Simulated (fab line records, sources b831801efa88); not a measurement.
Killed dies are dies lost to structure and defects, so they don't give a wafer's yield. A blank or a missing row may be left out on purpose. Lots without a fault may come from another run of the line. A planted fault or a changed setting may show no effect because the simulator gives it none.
Chamber matching | flow gf180mcu | GF_V5_CVD_00 on hdpcvd-02: 3 sister chambers
The step deposits SiO2, target thk 300 nm, time 50 s. 14 wafers are shown with their chamber, then 7 later ones without.

WAFERS WITH THEIR CHAMBER
wafer  | chamber | sih4_flow_sccm (sccm)
L642.1 | 0       | 59.73
L642.3 | 1       | 60.02
L642.5 | 2       | 60.02
L652.1 | 1       | 60.07
L652.5 | 1       | 60.03
L652.6 | 2       | 60.05
L656.4 | 1       | 60.06
L656.5 | 0       | 60.41
L656.6 | 2       | 59.74
L657.1 | 1       | 59.77
L657.5 | 0       | 59.69
L657.6 | 2       | 60.14
L659.1 | 1       | 59.92
L659.2 | 0       | 59.74

SIGNATURES (means of the wafers above)
reading        | chamber 0 | chamber 1 | chamber 2 | scatter within a chamber
sih4_flow_sccm | 59.8925   | 59.9783   | 59.9875   | 0.216
Rule: a wafer's distance from a chamber is the root of the sum, over the readings, of the square of ((its reading less the chamber's mean) divided by the reading's scatter). The wafer belongs to the nearest chamber; if the next one is less than 2 further off, it can't be placed. The scatter: the root of (the sum of the squares of (reading less its chamber's mean) over the shown wafers, divided by (wafers less chambers)).

WAFERS WITHOUT THEIR CHAMBER
wafer  | sih4_flow_sccm (sccm)
L659.4 | 60.05
L660.3 | 59.91
L660.4 | 59.82
L660.5 | 59.94
L663.1 | 60.11
L663.2 | 59.89
L663.6 | 59.78

WHICH CHAMBER EACH WENT THROUGH
wafer  | from the rows above          | in truth
L659.4 | can't be placed: 2 or 1 or 0 | 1
L660.3 | can't be placed: 0 or 1 or 2 | 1
L660.4 | can't be placed: 0 or 1 or 2 | 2
L660.5 | can't be placed: 1 or 0 or 2 | 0
L663.1 | can't be placed: 2 or 1 or 0 | 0
L663.2 | can't be placed: 0 or 1 or 2 | 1
L663.6 | can't be placed: 0 or 1 or 2 | 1
Placed correctly: 0 of 7. Can't be placed from these rows: 7 (the true chamber is among the candidates in 7). Placed wrongly: 0.
